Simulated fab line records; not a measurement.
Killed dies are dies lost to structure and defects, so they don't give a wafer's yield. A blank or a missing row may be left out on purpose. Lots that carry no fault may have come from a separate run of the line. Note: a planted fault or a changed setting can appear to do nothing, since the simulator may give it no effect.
Problem report in the 8D (eight disciplines) form, filled by code | flow sky130 | the parts of the form that need people (team, actions taken, sign-off) are left out

1. WHAT WENT WRONG
LDD_P_TW at SKY_LDD_P_TW_MEAS_11 reads a mean of 30 on 3 wafers of 1 lot; wafers without a fault read 633 with a standard deviation of 4.4. That is -99 or more standard deviations from the usual mean.
The first sign was on wafer L837.1 at day 22 23:07, on film metro-04. At this step, 39 wafers from 13 lots have a number in the record. Rule for "out" (also "out of limits"): further than 4 standard deviations from the usual mean. The other wafers with a number count as sound.

2. WHAT IT IS; WHAT IT IS NOT
question                    | is                     | is not
which readings at this step | LDD_P_TW               | -
which lots                  | L837                   | L827, L828, L831, L832, L834, L843, L844, L845, L846, L847, L848, L850
which wafers of those lots  | all that have a number | -
read on which gauges        | film metro-04          | film metro-02, film metro-03
when                        | from day 22 23:07      | up to then (15 sound wafers); but 21 sound wafers of L843, L844, L845, L846, L847, L848, L850 came after

3. WHAT RULES OUT EACH SUSPECT
Counting: a tool at any process step up to the reading remains a suspect when it ran all the lots that are out and ran no sound lot after the first of those.
- the gauge at SKY_LDD_P_TW_MEAS_11: ruled out. All the wafers that are out were read on film metro-04, but those of them that SKY_LDD_N_STRIP_16 has rows for are out there too, on other tools.
- rie si-01 at SKY_POLY_GATE_ETCH_17 (etches poly-Si in HBr/Cl2, stops on SiO2, target depth 180 nm, time 70.5 s): ruled out as a lasting fault. After its first lot that is out, L837 (day 20 05:51), sound lots L843, L846, L847 ran on it.
- plasma asher-04 at SKY_LDD_N_STRIP_16 (strips in O2/N2): ruled out as a lasting fault. After its first lot that is out, L837 (day 21 16:31), sound lots L843, L844, L847, L848 ran on it.
- plasma asher-02 at SKY_LDD_P_STRIP_10 (strips in O2/N2): ruled out as a lasting fault. After its first lot that is out, L837 (day 22 23:01), sound lots L845, L850 ran on it.
Left after counting: nothing in the record.

4. THE CAUSE (what the simulator had put in)
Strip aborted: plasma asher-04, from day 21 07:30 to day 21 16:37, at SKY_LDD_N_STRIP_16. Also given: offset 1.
The count ruled it out by mistake, since the rule takes a fault to strike every lot its tool runs from the start of the fault on, and this one did not do so.

5. THE EFFECT CHAIN, in route order
Each row: a reading whose mean over the struck wafers that have a number lies more than 3 standard deviations from the usual. Only readings for which the record gives a usual standard deviation are gone through. hours: the time from each lot's start at the first step in this table that gives one to its start at this step, as a median over the lots. sigmas: the change in usual standard deviations.
hours | step                 | reading                  | usual        | on struck wafers | change | sigmas
0     | SKY_LDD_N_STRIP_16   | chamber pressure mTorr   | 1500.1 mTorr | 1504.7           | +4.6   | +3.3
0     | SKY_LDD_N_STRIP_16   | oes product au           | 0.406 a.u.   | 0.639            | +0.233 | +54
30    | SKY_LDD_P_STRIP_10   | strip time to endpoint s | 14.18 s      | 17.84            | +3.66  | +99 or more
31    | SKY_LDD_P_TW_MEAS_11 | LDD_P_TW                 | 633          | 30               | -603   | -99 or more
Process steps it contains:
- SKY_LDD_N_STRIP_16: strips in O2/N2.
- SKY_LDD_P_STRIP_10: strips in O2/N2.
Readings that are blank on the struck wafers while sound wafers have them: strip time to endpoint s at SKY_LDD_N_STRIP_16.

6. HOW IT WOULD HAVE BEEN CAUGHT EARLIER
In this record the first reading out of limits at a measuring or inspecting step was taken at day 22 23:07, 40 hours after the fault began at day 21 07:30.
The tool's own readings at SKY_LDD_N_STRIP_16 were out on every struck wafer that the step has a row for (oes product au): an alarm limit on them would have fired on the first of those.
